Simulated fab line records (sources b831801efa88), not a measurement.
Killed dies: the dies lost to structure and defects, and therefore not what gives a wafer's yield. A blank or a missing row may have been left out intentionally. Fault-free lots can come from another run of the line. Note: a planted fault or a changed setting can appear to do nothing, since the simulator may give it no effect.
fab line records -- flow sky130
record lots=6, wafers=18, last_day=48
route steps=708 shown VIA2@511 PAD_OPEN@708
lots untouched by any fault: they come from a run of this same line in which no faults occurred
start_h: hours from the record's first day to the start of the lot's first wafer shown -- wait_h: hours elapsed since this lot's preceding step -- " repeats the value in the row above -- L1.1+2: a row that stands for several wafers -- - no value present, or no start provided -- * or withheld: withheld -- < > ~ a bound
route shown NAME@n: names a module that has steps shown in the file, with the first one's number in the route -- usual: mean/standard deviation of fault-free wafers -- same: alike in all rows -- chamber/n: place in a boat -- sites: per-site readings -- _std_site: how widely they spread, as a standard deviation -- _edge_site: inner sites' mean taken away from outer sites' mean -- radius_mm: for every site, how far away it sits from the centre of the wafer -- mask NAME#n: copy n -- behind: the most recent tool/chamber to have shaped the wafer -- hold: why the lot went on hold/how many hours it stayed there/how the hold came to an end -- device: transistor that didn't switch, given as n, p or np -- end of line: the same wafers' tests at the end of the route -- where a step has no rows: the recipe by itself -- killed: dies lost to structure and defects at the first sort, not the wafer's yield -- map: a wafer's dies, marking killed ones x, the rest . and places with no die _
set.NAME: the setting as run; set.NAME@STEP: as run at that earlier step -- model.NAME: the simulator's own value behind a step, which no gauge read
lots at some steps of the route; a table a step, a row a wafer
services: a tool's chamber out of use, with start hour (start_h, from the record's first day; less than 0 if before it), hours out, and reason
## steps
# step SKY_VIA2_DEHYDRATE_04
# recipe temp_c=200, time_s=60
# step SKY_VIA2_HMDS_05
# recipe prime_time_s=60, prime_temp_c=120
# step SKY_VIA2_COAT_06
# recipe resist=BARC, temp_c=withheld, time_s=withheld, spin_rpm=3000, resist_thk_nm=60
# step SKY_VIA2_COAT_07
# recipe resist=KrF-thick, spin_rpm=3000, resist_thk_nm=450
# step SKY_VIA2_SOFTBAKE_08
# recipe temp_c=100, time_s=90, resist=KrF-thick
# step SKY_VIA2_EXPOSE_09
# recipe mask_id=VIM2, na=0.8, source_shape=annular, sigma_inner=0.55, sigma_outer=0.85, target_cd_nm=200, dose_mj=38
# step SKY_VIA2_PEB_10
# recipe peb_temp_c=withheld, peb_time_s=withheld, resist=KrF-thick
# step SKY_VIA2_DEVELOP_11
# recipe develop_time_s=60, resist=KrF-thick, dev_temp_c=21
# step SKY_VIA2_CD_MEAS_12
# recipe target_cd_nm=200
# usual cd_nm=200.0/1.5
lot.wafer,tool,chamber,start_h,wait_h,cd_nm
L156.1,cd_sem-02,-,849.60,-,200.3
L156.2,cd_sem-02,-,849.60,-,200.0
L156.3,cd_sem-02,-,849.60,-,199.1
L157.1,cd_sem-02,-,856.53,-,198.7
L157.2,cd_sem-02,-,856.53,-,198.7
L157.3,cd_sem-02,-,856.53,-,199.1
L164.1,cd_sem-01,-,922.43,-,199.6
L164.2,cd_sem-01,-,922.43,-,199.4
L164.5,cd_sem-01,-,922.43,-,198.4
L166.1,cd_sem-01,-,925.13,-,201.3
L166.3,cd_sem-01,-,925.13,-,201.3
L166.6,cd_sem-01,-,925.13,-,202.1
L168.1,cd_sem-02,-,947.50,-,200.3
L168.2,cd_sem-02,-,947.50,-,201.3
L168.5,cd_sem-02,-,947.50,-,200.6
L169.1,cd_sem-01,-,950.25,-,197.2
L169.2,cd_sem-01,-,950.25,-,196.9
L169.4,cd_sem-01,-,950.25,-,197.4
# step SKY_VIA2_OVL_MEAS_13
# usual VIA2_OVL=-2/5.3
lot.wafer,tool,chamber,start_h,wait_h,VIA2_OVL[nm]
L156.1,overlay-02,-,849.72,0.1,-2
L156.2,overlay-02,-,849.72,0.1,5
L156.3,overlay-02,-,849.72,0.1,-2
L157.1,overlay-01,-,856.65,0.1,-4
L157.2,overlay-01,-,856.65,0.1,-3
L157.3,overlay-01,-,856.65,0.1,-3
L164.1,overlay-01,-,922.55,0.1,-5
L164.2,overlay-01,-,922.55,0.1,-12
L164.5,overlay-01,-,922.55,0.1,-5
L166.1,overlay-01,-,925.25,0.1,-3
L166.3,overlay-01,-,925.25,0.1,-3
L166.6,overlay-01,-,925.25,0.1,-10
L168.1,overlay-02,-,947.62,0.1,-5
L168.2,overlay-02,-,947.62,0.1,-1
L168.5,overlay-02,-,947.62,0.1,-8
L169.1,overlay-02,-,950.37,0.1,-1
L169.2,overlay-02,-,950.37,0.1,-3
L169.4,overlay-02,-,950.37,0.1,-6
# step SKY_VIA2_ETCH_14
# recipe chemistry=N2/H2, target=BARC, ion_energy_ev=200, source_w=500, bias_w=100, pressure_mtorr=30, n2_flow_sccm=100, h2_flow_sccm=200, stop_on=SiO2, time_s=45.9, target_depth_a=600
# usual drypump_motor_current_A=5.5/0.4, n2_flow_sccm=100.0/0.31, oes_product_au=0.855/0.0046, throttle_valve_pct=13.225/0.0091
lot.wafer,tool,chamber,start_h,wait_h,drypump_motor_current_A,n2_flow_sccm,oes_product_au,rf_hours_counter_h,throttle_valve_pct
L156.1,rie_diel-01,1,849.76,0.0,5.1,100.0,0.856,2,13.216
L156.2,rie_diel-01,0,849.76,0.0,5.8,100.2,0.861,7,13.220
L156.3,rie_diel-01,2,849.76,0.0,5.8,99.9,0.862,21,13.215
L157.1,rie_diel-01,2,856.69,0.0,5.8,100.8,0.852,22,13.212
L157.2,rie_diel-01,0,856.69,0.0,5.9,100.1,0.854,7,13.217
L157.3,rie_diel-01,1,856.69,0.0,5.1,100.5,0.858,2,13.240
L164.1,rie_diel-03,1,922.59,0.0,5.9,100.2,0.852,2,13.235
L164.2,rie_diel-03,2,922.59,0.0,5.1,100.3,0.852,1,13.228
L164.5,rie_diel-03,0,922.59,0.0,4.8,100.2,0.858,-,13.227
L166.1,rie_diel-03,0,925.29,0.0,4.9,100.3,0.859,7,13.238
L166.3,rie_diel-03,1,925.29,0.0,5.9,100.4,0.855,3,13.216
L166.6,rie_diel-03,0,925.29,0.0,4.8,100.2,0.852,-,13.217
L168.1,rie_diel-02,2,947.66,0.0,5.3,99.1,0.851,24,13.221
L168.2,rie_diel-02,1,947.66,0.0,6.0,100.0,0.851,8,13.222
L168.5,rie_diel-02,1,947.66,0.0,6.0,99.9,0.853,-,13.211
L169.1,rie_diel-01,3,950.41,0.0,5.9,99.6,0.859,19,13.224
L169.2,rie_diel-01,1,950.41,0.0,5.1,99.9,0.857,5,13.220
L169.4,rie_diel-01,2,950.41,0.0,5.8,100.1,0.856,25,13.233
# step SKY_VIA2_ETCH_15
# recipe target=SiO2, chemistry=C4F8/O2/Ar, target_depth_nm=546, stop_on=TiN, mask_material=KrF-thick, source_w=1500, bias_w=1200, pressure_mtorr=40, c4f8_flow_sccm=withheld, O2_flow_sccm=6, Ar_flow_sccm=300, time_s=84
# usual oes_product_au=0.940/0.0051
lot.wafer,tool,chamber,start_h,wait_h,oes_product_au,rf_hours_counter_h
L156.1,rie_diel-01,1,849.80,0.0,0.939,2
L156.2,rie_diel-01,0,849.80,0.0,0.934,7
L156.3,rie_diel-01,2,849.80,0.0,0.937,21
L157.1,rie_diel-01,2,856.73,0.0,0.941,22
L157.2,rie_diel-01,0,856.73,0.0,0.936,7
L157.3,rie_diel-01,1,856.73,0.0,0.943,2
L164.1,rie_diel-03,1,922.63,0.0,0.931,2
L164.2,rie_diel-03,2,922.63,0.0,0.932,1
L164.5,rie_diel-03,0,922.63,0.0,0.939,-
L166.1,rie_diel-03,0,925.33,0.0,0.938,7
L166.3,rie_diel-03,1,925.33,0.0,0.942,3
L166.6,rie_diel-03,0,925.33,0.0,0.931,-
L168.1,rie_diel-02,2,947.70,0.0,0.939,24
L168.2,rie_diel-02,1,947.70,0.0,0.937,8
L168.5,rie_diel-02,1,947.70,0.0,0.937,-
L169.1,rie_diel-01,3,950.45,0.0,0.947,19
L169.2,rie_diel-01,1,950.45,0.0,0.945,5
L169.4,rie_diel-01,2,950.45,0.0,0.943,25
# step SKY_VIA2_STRIP_16
# recipe chemistry=O2/N2, power_w=1400, pressure_mtorr=1500, platen_temp_c=withheld, o2_flow_sccm=3000, n2_flow_sccm=300, overash_fraction=0.5
# usual chamber_pressure_mTorr=1500.1/1.2, drypump_motor_current_A=5.78/0.28, n2_flow_sccm=300.0/0.92, oes_product_au=0.398/0.0046, strip_time_to_endpoint_s=4.051/0.027
lot.wafer,tool,chamber,start_h,wait_h,chamber_pressure_mTorr,drypump_motor_current_A,n2_flow_sccm,oes_product_au,rf_hours_counter_h,strip_time_to_endpoint_s,model.KrF-thick_of_VIA2_COAT_07.thk_nm
L156.1,plasma_asher-01,0,849.87,0.0,1500.1,5.59,299.2,0.390,99,4.089,0
L156.2,plasma_asher-01,1,849.87,0.0,1501.2,5.82,299.5,0.406,99,4.104,0
L156.3,plasma_asher-01,1,849.87,0.0,1498.8,5.83,300.9,0.400,-,4.060,0
L157.1,plasma_asher-03,0,856.79,0.0,1497.9,6.11,299.4,0.393,42,3.981,0
L157.2,plasma_asher-03,1,856.79,0.0,1499.7,5.44,299.3,0.394,42,4.035,0
L157.3,plasma_asher-03,1,856.79,0.0,1496.3,5.43,298.4,0.388,-,4.038,0
L164.1,plasma_asher-04,1,922.69,0.0,-,-,-,-,-,-,286.3
L164.2,plasma_asher-04,0,922.69,0.0,-,-,-,-,-,-,286.4
L164.5,plasma_asher-04,0,922.69,0.0,-,-,-,-,-,-,286.4
L166.1,plasma_asher-01,0,925.39,0.0,-,-,-,-,-,-,285
L166.3,plasma_asher-01,1,925.39,0.0,-,-,-,-,-,-,284.9
L166.6,plasma_asher-01,1,925.39,0.0,-,-,-,-,-,-,284.6
L168.1,plasma_asher-01,1,947.77,0.0,1500.8,5.87,300.1,0.411,108,4.054,0
L168.2,plasma_asher-01,0,947.77,0.0,1499.6,5.61,299.6,0.403,108,3.996,0
L168.5,plasma_asher-01,0,947.77,0.0,1500.2,5.61,300.1,0.393,-,3.990,0
L169.1,plasma_asher-03,1,950.52,0.0,1500.9,5.43,298.7,0.400,52,4.066,0
L169.2,plasma_asher-03,0,950.52,0.0,1499.8,6.11,301.3,0.403,52,4.096,0
L169.4,plasma_asher-03,1,950.52,0.0,1500.4,5.43,298.2,0.397,-,4.047,0
# step SKY_VIA2_STRIP_17
# recipe chemistry=post_etch_residue_remover, time_s=1200, temp_c=72.5
# step SKY_PAD_OPEN_PROBE_99
# usual defect_limited_yield=82.8/2, killed_at_M0_to_M3=43/6.4, killed_at_M4_up=3.1/2, killed_at_contacts=24/5.2, killed_at_front_end=15/4.3, killed_at_other=0.2/0.48, killed_dies=85/9.7, killed_on_rim=17/4.2, killed_open=47/6.9, killed_short=38/6.7, sort_bin_3_pad_short=0.9/0.48, sort_bin_5_function=10.3/1.6, sort_bin_6_memory=6.1/0.97, sort_n_pass=407/9.7, sort_yield_pct=82.8/2
# same gross_dies=492, killed_at_back_side=0, sort_bin_4_leakage[%]=0, sort_bin_8_speed[%]=0
lot.wafer,tool,chamber,start_h,wait_h,defect_limited_yield[%],killed_at_M0_to_M3,killed_at_M4_up,killed_at_contacts,killed_at_front_end,killed_at_other,killed_dies,killed_on_rim,killed_open,killed_short,sort_bin_3_pad_short[%],sort_bin_5_function[%],sort_bin_6_memory[%],sort_n_pass,sort_yield_pct[%]
L156.1,prober-01,-,1081.06,0.1,81.9,49,3,25,12,0,89,13,52,37,0.6,11.0,6.5,403,81.9
L156.2,prober-01,-,1081.11,0.1,83.9,33,2,31,13,0,79,16,47,32,0.6,9.8,5.7,413,83.9
L156.3,prober-01,-,1081.16,0.2,80.3,49,6,27,15,0,97,18,52,45,1.2,12.0,6.5,395,80.3
L157.1,prober-01,-,1088.42,0.1,82.3,45,5,25,12,0,87,20,47,40,1.8,10.8,5.1,405,82.3
L157.2,prober-01,-,1088.47,0.1,82.1,57,3,15,13,0,88,21,45,43,1.2,8.9,7.7,404,82.1
L157.3,prober-01,-,1088.52,0.2,79.1,54,2,26,20,1,103,22,50,53,1.6,12.0,7.3,389,79.1
L164.1,prober-02,-,1139.04,0.1,0,457,4,20,11,0,492,96,41,31,1.2,93.3,5.5,0,0
L164.2,prober-02,-,1139.09,0.1,0,440,1,33,17,1,492,96,53,43,1.0,93.5,5.5,0,0
L164.5,prober-02,-,1139.24,0.2,0,437,4,32,19,0,492,96,57,41,1.2,91.7,7.1,0,0
L166.1,prober-01,-,1141.66,0.1,0,443,2,37,10,0,492,96,49,35,0.6,94.3,5.1,0,0
L166.3,prober-01,-,1141.76,0.2,0,444,1,31,16,0,492,96,45,48,1.2,92.7,6.1,0,0
L166.6,prober-01,-,1141.91,0.2,0,445,3,29,13,2,492,96,41,50,1.8,92.7,5.5,0,0
L168.1,prober-02,-,1157.94,0.1,83.5,46,2,19,14,0,81,15,36,45,0.2,9.6,6.7,411,83.5
L168.2,prober-02,-,1157.99,0.1,82.3,43,4,22,18,0,87,20,43,44,0.8,11.4,5.5,405,82.3
L168.5,prober-02,-,1158.14,0.2,85.2,34,10,19,10,0,73,12,34,39,0.6,8.5,5.7,419,85.2
L169.1,prober-01,-,1160.99,0.1,79.9,40,7,27,25,0,99,15,59,40,1.0,12.2,6.9,393,79.9
L169.2,prober-01,-,1161.04,0.1,82.3,40,9,28,10,0,87,15,43,44,1.2,9.6,6.9,405,82.3
L169.4,prober-01,-,1161.14,0.2,82.9,42,2,22,18,0,84,16,50,34,1.6,9.3,6.1,408,82.9
# killed by level:class
L156.1 VIA1:geometric_particle:open=14 LI_CONTACT:geometric_particle:open=9 VIA2:geometric_particle:open=8 CONTACT:geometric_particle:open=8 METAL1:geometric_particle:short=6 VIA1:geometric_particle:short=5 POLY_GATE:geometric_particle:short=4 LOCAL_INTERCONNECT:geometric_particle:short=4
L156.2 LI_CONTACT:geometric_particle:open=11 CONTACT:geometric_particle:open=8 METAL1:geometric_particle:short=7 CONTACT:geometric_particle:short=6 VIA2:geometric_particle:open=6 VIA3:geometric_particle:open=6 FIELD_ISO:geometric_particle:open=5 POLY_GATE:geometric_particle:open=5
L156.3 VIA1:geometric_particle:open=11 CONTACT:geometric_particle:open=9 VIA3:geometric_particle:open=8 LI_CONTACT:geometric_particle:open=7 METAL1:geometric_particle:short=7 METAL4:geometric_particle:short=6 METAL2:geometric_particle:short=6 VIA1:geometric_particle:short=5
L157.1 VIA1:geometric_particle:open=11 CONTACT:geometric_particle:open=11 VIA2:geometric_particle:short=9 LI_CONTACT:geometric_particle:open=8 VIA3:geometric_particle:open=8 METAL2:geometric_particle:short=6 POLY_GATE:geometric_particle:short=4 FIELD_ISO:geometric_particle:short=3
L157.2 VIA1:geometric_particle:open=10 VIA2:geometric_particle:open=9 METAL2:geometric_particle:short=9 CONTACT:geometric_particle:open=6 VIA3:geometric_particle:open=6 VIA1:geometric_particle:short=5 VIA2:geometric_particle:short=5 VIA3:geometric_particle:short=5
L157.3 VIA1:geometric_particle:open=12 CONTACT:geometric_particle:open=8 VIA2:geometric_particle:open=8 POLY_GATE:geometric_particle:short=7 CONTACT:geometric_particle:short=7 METAL1:geometric_particle:short=7 VIA2:geometric_particle:short=6 POLY_GATE:geometric_particle:open=5
L164.1 VIA2:area_sputter=420 VIA1:geometric_particle:open=13 LI_CONTACT:geometric_particle:open=8 METAL4:geometric_particle:short=4 CONTACT:geometric_particle:short=4 CONTACT:geometric_particle:open=4 METAL1:geometric_particle:short=4 POLY_GATE:geometric_particle:open=3
L164.2 VIA2:area_sputter=396 VIA1:geometric_particle:open=19 CONTACT:geometric_particle:open=12 LI_CONTACT:geometric_particle:open=9 CONTACT:geometric_particle:short=7 FIELD_ISO:geometric_particle:open=6 VIA1:geometric_particle:short=6 METAL1:geometric_particle:short=6
L164.5 VIA2:area_sputter=394 VIA1:geometric_particle:open=17 VIA2:geometric_particle:open=9 CONTACT:geometric_particle:open=8 LI_CONTACT:geometric_particle:open=7 CONTACT:geometric_particle:short=7 POLY_GATE:geometric_particle:short=6 LOCAL_INTERCONNECT:geometric_particle:short=6
L166.1 VIA2:area_sputter=408 CONTACT:geometric_particle:open=11 LI_CONTACT:geometric_particle:open=9 LOCAL_INTERCONNECT:geometric_particle:short=7 METAL2:geometric_particle:short=6 FIELD_ISO:geometric_particle:open=5 VIA1:geometric_particle:open=5 VIA3:geometric_particle:open=5
L166.3 VIA2:area_sputter=399 LI_CONTACT:geometric_particle:open=10 VIA1:geometric_particle:open=8 CONTACT:geometric_particle:open=7 VIA1:geometric_particle:short=7 VIA2:geometric_particle:open=7 METAL1:geometric_particle:short=6 METAL2:geometric_particle:short=6
L166.6 VIA2:area_sputter=401 VIA1:geometric_particle:short=11 VIA1:geometric_particle:open=10 LI_CONTACT:geometric_particle:open=10 CONTACT:geometric_particle:open=8 METAL1:geometric_particle:short=7 CONTACT:geometric_particle:short=5 LOCAL_INTERCONNECT:geometric_particle:short=4
L168.1 METAL2:geometric_particle:short=9 METAL1:geometric_particle:short=8 VIA2:geometric_particle:open=7 POLY_GATE:geometric_particle:open=6 LI_CONTACT:geometric_particle:open=6 VIA3:geometric_particle:open=5 FIELD_ISO:geometric_particle:short=4 CONTACT:geometric_particle:short=4
L168.2 METAL1:geometric_particle:short=7 VIA1:geometric_particle:open=7 CONTACT:geometric_particle:open=6 VIA1:geometric_particle:short=6 LI_CONTACT:geometric_particle:open=5 CONTACT:geometric_particle:short=5 FIELD_ISO:geometric_particle:open=4 POLY_GATE:geometric_particle:short=4
L168.5 LOCAL_INTERCONNECT:geometric_particle:short=7 METAL4:geometric_particle:short=6 FIELD_ISO:geometric_particle:open=6 METAL2:geometric_particle:short=6 CONTACT:geometric_particle:open=5 VIA1:geometric_particle:short=5 VIA1:geometric_particle:open=5 VIA3:geometric_particle:open=4
L169.1 CONTACT:geometric_particle:open=11 LI_CONTACT:geometric_particle:open=8 VIA1:geometric_particle:open=7 POLY_GATE:geometric_particle:short=7 POLY_GATE:geometric_particle:open=6 VIA2:geometric_particle:open=6 VIA3:geometric_particle:open=6 METAL4:geometric_particle:short=6
L169.2 CONTACT:geometric_particle:open=8 LI_CONTACT:geometric_particle:open=7 VIA1:geometric_particle:short=7 VIA1:geometric_particle:open=7 LOCAL_INTERCONNECT:geometric_particle:short=6 METAL2:geometric_particle:short=5 METAL3:geometric_particle:short=5 METAL4:geometric_particle:short=5
L169.4 VIA3:geometric_particle:open=10 VIA2:geometric_particle:open=10 CONTACT:geometric_particle:open=8 FIELD_ISO:geometric_particle:open=6 VIA1:geometric_particle:open=6 LI_CONTACT:geometric_particle:open=5 CONTACT:geometric_particle:short=5 FIELD_ISO:geometric_particle:short=4
# map L164.1 (x killed, . not)
__________xxxxxxxxxx_________
________xxxxxxxxxxxxxx_______
______xxxxxxxxxxxxxxxxxx_____
_____xxxxxxxxxxxxxxxxxxxx____
____xxxxxxxxxxxxxxxxxxxxxx___
___xxxxxxxxxxxxxxxxxxxxxxxx__
__xxxxxxxxxxxxxxxxxxxxxxxxxx_
_xxxxxxxxxxxxxxxxxxxxxxxxxxxx
_xxxxxxxxxxxxxxxxxxxxxxxxxxxx
_xxxxxxxxxxxxxxxxxxxxxxxxxxxx
_xxxxxxxxxxxxxxxxxxxxxxxxxxxx
_xxxxxxxxxxxxxxxxxxxxxxxxxxxx
_xxxxxxxxxxxxxxxxxxxxxxxxxxxx
_xxxxxxxxxxxxxxxxxxxxxxxxxxxx
_xxxxxxxxxxxxxxxxxxxxxxxxxxxx
__xxxxxxxxxxxxxxxxxxxxxxxxxx_
___xxxxxxxxxxxxxxxxxxxxxxxx__
____xxxxxxxxxxxxxxxxxxxxxx___
_____xxxxxxxxxxxxxxxxxxxx____
______xxxxxxxxxxxxxxxxxx_____
________xxxxxxxxxxxxxx_______
__________xxxxxxxxxx_________
# map L166.1 (x killed, . not)
__________xxxxxxxxxx_________
________xxxxxxxxxxxxxx_______
______xxxxxxxxxxxxxxxxxx_____
_____xxxxxxxxxxxxxxxxxxxx____
____xxxxxxxxxxxxxxxxxxxxxx___
___xxxxxxxxxxxxxxxxxxxxxxxx__
__xxxxxxxxxxxxxxxxxxxxxxxxxx_
_xxxxxxxxxxxxxxxxxxxxxxxxxxxx
_xxxxxxxxxxxxxxxxxxxxxxxxxxxx
_xxxxxxxxxxxxxxxxxxxxxxxxxxxx
_xxxxxxxxxxxxxxxxxxxxxxxxxxxx
_xxxxxxxxxxxxxxxxxxxxxxxxxxxx
_xxxxxxxxxxxxxxxxxxxxxxxxxxxx
_xxxxxxxxxxxxxxxxxxxxxxxxxxxx
_xxxxxxxxxxxxxxxxxxxxxxxxxxxx
__xxxxxxxxxxxxxxxxxxxxxxxxxx_
___xxxxxxxxxxxxxxxxxxxxxxxx__
____xxxxxxxxxxxxxxxxxxxxxx___
_____xxxxxxxxxxxxxxxxxxxx____
______xxxxxxxxxxxxxxxxxx_____
________xxxxxxxxxxxxxx_______
__________xxxxxxxxxx_________
## services
tool,chamber,start_h,hours,kind
rie_diel-01,3,844.14,13.8,repair
plasma_asher-03,-,845.12,4.8,repair
plasma_asher-01,-,851.62,15.6,pm
rie_diel-03,2,852.92,-,clean
rie_diel-03,2,852.92,23.6,scheduled_down
rie_diel-03,2,852.92,23.6,vent_cycle
rie_diel-01,1,877.12,2.7,repair
rie_diel-02,0,877.67,8.5,repair
## key
first_sign step=SKY_VIA2_STRIP_16, reading=tool_record, direction=missing
effect step=SKY_PAD_OPEN_PROBE_99, reading=killed_at_M0_to_M3, direction=up, sigmas=63, usual=43, struck=444
model_effect step=SKY_VIA2_STRIP_16, value=KrF-thick_of_VIA2_COAT_07.thk_nm, without=0, struck=285.6
more_kills_born_at SKY_VIA2_SPUTTER_20@pvd_sputter-03=1210, SKY_VIA2_SPUTTER_20@pvd_sputter-01=1208
met_at SKY_VIA2_STRIP_16
struck_wafers L164.1,L164.2,L164.5,L166.1,L166.3,L166.6
later_rows_left_out L164.1,L164.2,L164.5,L166.1,L166.3,L166.6
onset_between 849.87 922.69
fault kind=skipped_step_whole, tool=plasma_asher-01,plasma_asher-04, chamber=-, onset_h=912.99, steps=SKY_VIA2_STRIP_16, scope=struck_lots_only
# later_rows_left_out: the simulator's readings of these wafers behind a module that went badly wrong aren't trusted and aren't shown, but for the sort
